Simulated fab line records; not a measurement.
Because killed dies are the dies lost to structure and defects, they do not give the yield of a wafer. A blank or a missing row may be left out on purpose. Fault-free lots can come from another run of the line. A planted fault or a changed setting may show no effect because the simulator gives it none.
fab line records	flow sky130
[record] lots = 14	wafers = 40	last-day = 50
route steps=708 shown LI_CONTACT@376 LOCAL_INTERCONNECT@395
lots with no fault: from the same line, run without faults
start-h: the number of hours between the record's first day and the start of the first shown wafer of the lot	wait-h: hours from the lot's prior step to this one	" as in the row above	L1.1+2: several wafers, shown together as one row	- no value, or no start was given	* or withheld: withheld	< > ~ a bound
route shown NAME@n: a module of which the file shows steps, and the number in the route of the first	usual: average and standard deviation across the fault-free wafers	same: alike in all rows	chamber/n: place in a boat	sites: readings site by site	_std_site: their standard deviation	_edge_site: mean of outer sites minus mean of inner sites	radius-mm: for every site, how far away it sits from the centre of the wafer	mask NAME#n: copy n	behind: the last tool/chamber to shape the wafer	hold: why the lot went on hold/how many hours it stayed there/how the hold came to an end	device: which transistor (n, p or np) failed to switch	end of line: the same wafers' tests at the end of the route	a step with no rows: only its recipe	killed: dies that structure and defects cost at the first sort, which is not the same as the wafer's yield	map: per-die view of a wafer (x killed, . not killed, _ where there is no die)
set.NAME: setting as actually run; set.NAME@STEP: the setting as run at that earlier step	model.NAME: the simulator's own value behind a step, which no gauge read
a sample of lots followed through the steps of the route, with each step as a table and each wafer as a row
services: from which hour (start-h, from the record's first day; less than 0 if before it) a tool's chamber was out of use, for how many hours, and why
[[steps]]
[step SKY_LI_CONTACT_ETCH_14]
[recipe] chemistry = N2/H2	target = BARC	ion-energy-ev = 200	source-w = 500	bias-w = 100	pressure-mtorr = 30	n2-flow-sccm = 100	h2-flow-sccm = 200	stop-on = SiO2	time-s = 45.9	target-depth-a = 600
[usual] drypump-motor-current-A = 5.7/0.48	oes-product-au = 0.854/0.0052	throttle-valve-pct = 13.224/0.0099
lot.wafer	tool	chamber	start-h	wait-h	drypump-motor-current-A	oes-product-au	rf-hours-counter-h	throttle-valve-pct
L919.1	rie-diel-01	0	687.28	0.0	6.5	0.858	13	13.223
L919.5	"	3	"	"	4.8	0.852	-	13.207
L919.6	"	0	"	"	6.6	0.859	-	13.231
L920.3	rie-diel-01	3	689.22	0.0	4.8	0.860	50	13.229
L920.4	"	1	"	"	5.4	0.847	12	13.232
L920.5	"	3	"	"	4.8	0.850	-	13.218
L918.2	rie-diel-03	1	690.83	0.0	5.9	0.847	11	13.234
L918.3	"	0	"	"	5.6	0.858	26	13.221
L918.6	"	3	"	"	6.3	0.853	-	13.227
L923.1	rie-diel-04	0	716.50	0.0	5.8	0.853	9	13.235
L923.2	"	2	"	"	5.6	0.859	7	13.225
L923.3	"	1	"	"	5.6	0.842	16	13.220
L921.1	rie-diel-03	0	717.87	0.0	5.6	0.856	27	13.216
L921.3	"	3	"	"	6.2	0.858	18	13.232
L921.6	"	1	"	"	5.9	0.854	-	13.233
L922.1	rie-diel-04	2	717.93	0.0	5.5	0.851	8	13.227
L922.4	"	1	"	"	5.6	0.847	16	13.223
L922.6	"	2	"	"	5.6	0.854	-	13.219
L927.1	rie-diel-03	0	767.48	0.0	5.6	0.849	28	13.218
L927.5	"	3	"	"	6.2	0.856	-	13.235
L927.6	"	2	"	"	5.0	0.849	-	13.218
L929.1	rie-diel-01	0	773.38	0.0	6.5	0.852	16	13.226
L929.3	"	1	"	"	5.4	0.847	14	13.222
L929.5	"	0	"	"	6.5	0.849	-	13.214
L933.3	rie-diel-03	2	806.63	0.0	5.0	0.847	22	13.236
L933.6	"	1	"	"	6.0	0.851	-	13.225
L934.2	rie-diel-03	3	812.96	0.0	6.3	0.858	21	13.210
L934.6	"	2	"	"	5.0	0.845	-	13.237
L937.2	rie-diel-01	3	825.16	0.0	4.8	0.855	2	13.208
L937.4	"	0	"	"	6.5	0.847	17	13.217
L937.6	"	0	"	"	6.5	0.857	-	13.229
L938.1	rie-diel-04	1	834.48	0.0	5.6	0.857	19	13.219
L938.4	"	2	"	"	5.6	0.849	10	13.222
L938.5	"	0	"	"	5.8	0.862	-	13.201
L939.2	rie-diel-04	2	843.91	0.0	5.6	0.853	11	13.237
L939.3	"	0	"	"	5.8	0.857	12	13.222
L939.6	"	2	"	"	5.5	0.849	-	13.219
L941.1	rie-diel-03	2	850.68	0.0	5.0	0.854	24	13.230
L941.4	"	1	"	"	6.0	0.861	-	13.243
L941.6	"	2	"	"	5.0	0.862	-	13.231
[step SKY_LI_CONTACT_ETCH_15]
[recipe] target = PSG	chemistry = C4F8/O2/Ar	stop-on = Si	taper-deg = 4.15	mask-material = KrF-thick	source-w = 1500	bias-w = 1200	pressure-mtorr = 40	c4f8-flow-sccm = withheld	O2_flow_sccm = 6	Ar_flow_sccm = 300	time-s = withheld	target-depth-a = 6000
[usual] oes-product-au = 0.836/0.0048
lot.wafer	tool	chamber	start-h	wait-h	oes-product-au
L919.1	rie-diel-01	0	687.33	0.0	0.831
L919.5	"	3	"	"	0.836
L919.6	"	0	"	"	0.835
L920.3	rie-diel-01	3	689.27	0.0	0.830
L920.4	"	1	"	"	0.837
L920.5	"	3	"	"	0.836
L918.2	rie-diel-03	1	690.88	0.0	0.832
L918.3	"	0	"	"	0.834
L918.6	"	3	"	"	0.832
L923.1	rie-diel-04	0	716.54	0.0	0.848
L923.2	"	2	"	"	0.842
L923.3	"	1	"	"	0.843
L921.1	rie-diel-03	0	717.91	0.0	0.831
L921.3	"	3	"	"	0.834
L921.6	"	1	"	"	0.837
L922.1	rie-diel-04	2	717.98	0.0	0.841
L922.4	"	1	"	"	0.828
L922.6	"	2	"	"	0.825
L927.1	rie-diel-03	0	767.52	0.0	0.833
L927.5	"	3	"	"	0.836
L927.6	"	2	"	"	0.826
L929.1	rie-diel-01	0	773.42	0.0	0.837
L929.3	"	1	"	"	0.839
L929.5	"	0	"	"	0.835
L933.3	rie-diel-03	2	806.67	0.0	0.837
L933.6	"	1	"	"	0.833
L934.2	rie-diel-03	3	813.00	0.0	0.832
L934.6	"	2	"	"	0.832
L937.2	rie-diel-01	3	825.20	0.0	0.838
L937.4	"	0	"	"	0.837
L937.6	"	0	"	"	0.838
L938.1	rie-diel-04	1	834.53	0.0	0.839
L938.4	"	2	"	"	0.847
L938.5	"	0	"	"	0.839
L939.2	rie-diel-04	2	843.95	0.0	0.831
L939.3	"	0	"	"	0.836
L939.6	"	2	"	"	0.832
L941.1	rie-diel-03	2	850.74	0.0	0.838
L941.4	"	1	"	"	0.838
L941.6	"	2	"	"	0.832
[step SKY_LOCAL_INTERCONNECT_EXPOSE_08]
[recipe] mask-id = LI1M	na = 0.8	source-shape = annular	sigma-inner = 0.55	sigma-outer = 0.85	target-cd-nm = 170	dose-mj = 28
lot.wafer	tool	chamber	start-h	wait-h	mask
L919.1+5+6	krf-scanner-02	0	702.92	-	LI1M#0
L920.3+4+5	krf-scanner-01	0	705.83	-	LI1M#0
L918.2+3+6	krf-scanner-02	0	708.04	-	LI1M#0
L923.1+2+3	krf-scanner-01	0	731.19	-	LI1M#0
L921.1+3+6	krf-scanner-02	0	732.80	-	LI1M#0
L922.1+4+6	krf-scanner-01	0	733.14	-	LI1M#0
L927.1+5+6	krf-scanner-02	0	782.05	-	LI1M#0
L929.1+3+5	krf-scanner-01	0	787.93	-	LI1M#0
L933.3+6	krf-scanner-02	0	821.21	-	LI1M#0
L934.2+6	krf-scanner-02	0	827.31	-	LI1M#0
L937.2+4+6	krf-scanner-01	0	839.99	-	LI1M#0
L938.1+4+5	krf-scanner-01	0	849.44	-	LI1M#0
L939.2+3+6	krf-scanner-01	0	859.45	-	LI1M#0
L941.1+4+6	krf-scanner-01	0	865.22	-	LI1M#0
[step SKY_LOCAL_INTERCONNECT_CD_MEAS_11]
[recipe] target-cd-nm = 170
[usual] cd-nm = 170.3/1.5
lot.wafer	tool	chamber	start-h	wait-h	cd-nm
L919.1	cd-sem-01	-	717.17	-	169.5
L919.5	"	-	"	"	170.8
L919.6	"	-	"	"	169.6
L920.3	cd-sem-02	-	719.12	-	172.5
L920.4	"	-	"	"	171.6
L920.5	"	-	"	"	170.9
L918.2	cd-sem-01	-	721.04	-	171.0
L918.3	"	-	"	"	168.9
L918.6	"	-	"	"	170.6
L923.1	cd-sem-01	-	745.67	-	170.2
L923.2	"	-	"	"	171.4
L923.3	"	-	"	"	169.7
L921.1	cd-sem-02	-	746.97	-	167.2
L921.3	"	-	"	"	167.4
L921.6	"	-	"	"	168.0
L922.1	cd-sem-02	-	747.58	-	170.3
L922.4	"	-	"	"	171.1
L922.6	"	-	"	"	170.6
L927.1	cd-sem-01	-	795.89	-	172.9
L927.5	"	-	"	"	171.7
L927.6	"	-	"	"	173.9
L929.1	cd-sem-02	-	801.82	-	172.5
L929.3	"	-	"	"	170.1
L929.5	"	-	"	"	171.4
L933.3	cd-sem-01	-	834.28	-	80.0
L933.6	"	-	"	"	81.6
L934.2	cd-sem-02	-	840.34	-	172.5
L934.6	"	-	"	"	83.0
L937.2	cd-sem-01	-	853.09	-	168.1
L937.4	"	-	"	"	168.0
L937.6	"	-	"	"	168.2
L938.1	cd-sem-01	-	862.42	-	170.9
L938.4	"	-	"	"	171.4
L938.5	"	-	"	"	171.2
L939.2	cd-sem-02	-	872.15	-	170.4
L939.3	"	-	"	"	172.3
L939.6	"	-	"	"	172.2
L941.1	cd-sem-01	-	878.28	-	172.2
L941.4	"	-	"	"	171.6
L941.6	"	-	"	"	171.9
[step SKY_LOCAL_INTERCONNECT_ETCH_13]
[recipe] chemistry = N2/H2	target = BARC	ion-energy-ev = 200	bias-w = 100	pressure-mtorr = 30	n2-flow-sccm = 100	h2-flow-sccm = 200	icp-w = 500	stop-on = SiO2	time-s = 45.9	target-depth-a = 600
[usual] drypump-motor-current-A = 5.5/0.39	oes-product-au = 0.855/0.0047	throttle-valve-pct = 13.225/0.0091
lot.wafer	tool	chamber	start-h	wait-h	drypump-motor-current-A	oes-product-au	rf-hours-counter-h	throttle-valve-pct
L919.1	rie-metal-02	0	717.32	0.0	5.8	0.856	1	13.217
L919.5	"	1	"	"	5.0	0.858	-	13.231
L919.6	"	0	"	"	5.8	0.853	-	13.227
L920.3	rie-metal-01	0	719.26	0.0	5.9	0.853	-	13.228
L920.4	"	1	"	"	5.0	0.854	-	13.231
L920.5	"	0	"	"	5.9	0.858	-	13.216
L918.2	rie-metal-04	0	721.18	0.0	5.9	0.861	3	13.221
L918.3	"	1	"	"	5.7	0.860	-	13.223
L918.6	"	1	"	"	5.7	0.863	-	13.224
L923.1	rie-metal-02	0	745.83	0.0	5.8	0.858	2	13.215
L923.2	"	1	"	"	5.0	0.854	5	13.225
L923.3	"	1	"	"	5.0	0.855	-	13.232
L921.1	rie-metal-01	0	747.13	0.0	5.9	0.854	11	13.222
L921.3	"	0	"	"	5.9	0.852	-	13.218
L921.6	"	0	"	"	5.9	0.850	-	13.216
L922.1	rie-metal-02	1	747.73	0.0	5.0	0.863	5	13.227
L922.4	"	0	"	"	5.8	0.854	-	13.220
L922.6	"	0	"	"	5.8	0.856	-	13.241
L927.1	rie-metal-04	1	796.05	0.0	5.7	0.848	13	13.207
L927.5	"	0	"	"	5.9	0.849	-	13.210
L927.6	"	1	"	"	5.7	0.849	-	13.211
L929.1	rie-metal-02	0	801.98	0.0	5.8	0.855	3	13.241
L929.3	"	1	"	"	5.0	0.859	-	13.237
L929.5	"	0	"	"	5.8	0.859	-	13.217
L933.3	rie-metal-01	1	834.42	0.0	5.0	0.856	-	13.226
L933.6	"	0	"	"	5.9	0.849	-	13.239
L934.2	rie-metal-04	1	840.48	0.0	5.7	0.854	15	13.224
L934.6	"	1	"	"	5.7	0.858	-	13.213
L937.2	rie-metal-01	0	853.23	0.0	5.9	0.856	15	13.230
L937.4	"	0	"	"	5.9	0.848	-	13.219
L937.6	"	1	"	"	5.0	0.852	-	13.227
L938.1	rie-metal-01	0	862.58	0.0	5.9	0.855	16	13.225
L938.4	"	0	"	"	5.9	0.860	-	13.237
L938.5	"	1	"	"	5.0	0.850	-	13.234
L939.2	rie-metal-04	0	872.29	0.0	5.9	0.848	9	13.213
L939.3	"	0	"	"	5.9	0.858	-	13.234
L939.6	"	0	"	"	5.9	0.860	-	13.227
L941.1	rie-metal-02	1	878.44	0.0	5.0	0.854	10	13.223
L941.4	"	1	"	"	5.0	0.847	-	13.224
L941.6	"	0	"	"	5.8	0.850	-	13.239
[[services]]
tool	chamber	start-h	hours	kind
rie-diel-04	1	697.48	1.6	repair
rie-diel-03	-	734.95	5.1	repair
krf-scanner-02	-	736.14	1.3	pm
rie-diel-04	3	738.80	15.7	repair
krf-scanner-02	-	741.89	0.8	pm
rie-diel-01	3	743.25	7.0	repair
rie-metal-01	1	746.58	1.3	repair
rie-diel-01	3	750.73	13.2	repair
rie-metal-02	-	753.57	28.1	pm
krf-scanner-01	-	760.06	1.3	pm
krf-scanner-01	-	763.79	1.0	pm
rie-diel-03	-	768.26	4.0	pm
rie-diel-01	-	774.59	0.5	repair
krf-scanner-02	-	786.16	3.6	pm
krf-scanner-01	-	809.39	4.4	pm
rie-diel-01	0	811.03	12.7	repair
krf-scanner-01	-	817.29	2.5	repair
krf-scanner-02	-	819.80	1.0	pm
krf-scanner-01	-	825.37	0.8	pm
krf-scanner-02	-	847.89	4.4	pm
rie-diel-03	3	849.11	9.0	repair
krf-scanner-02	-	857.54	2.8	repair
rie-diel-03	3	863.28	6.6	repair
rie-diel-04	2	874.25	1.2	repair
[[key]]
[first-sign] step = SKY_LOCAL_INTERCONNECT_CD_MEAS_11	reading = cd-nm	direction = down	sigmas = 59	usual = 170.3	struck = 81.5
effect none on later readings
met-at SKY_LOCAL_INTERCONNECT_EXPOSE_08
struck-lots L933,L934
struck-wafers L933.3,L933.6,L934.6
later-rows-left-out L933.3,L933.6,L934.6
sort-left-out L933.3,L933.6,L934.6
tester-left-out L933,L934
not-acting-at SKY_LI_CONTACT_ETCH_14,SKY_LI_CONTACT_ETCH_15,SKY_LOCAL_INTERCONNECT_ETCH_13
onset-between 782.05 821.21
[fault] kind = process-parameter-drift	tool = krf-scanner-02	chamber = -	onset-h = 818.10	steps = SKY_LOCAL_INTERCONNECT_EXPOSE_08	channel = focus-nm	offset = 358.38	shape = step	end-h = 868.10	scope = struck-wafers-only
// tester-left-out: of these lots the tester's yield and bins aren't shown, on N5 and GAA mostly nor the transistor test; their killed dies are dies lost to structure and defects alone, not to doping, threshold or leakage, so they don't give the yield
// sort-left-out: the simulated sort isn't trusted on such a fault, so these wafers' sort isn't shown, and their yield isn't known
// later-rows-left-out: the simulator's readings of these wafers behind a module that went badly wrong aren't trusted and aren't shown, but for the sort
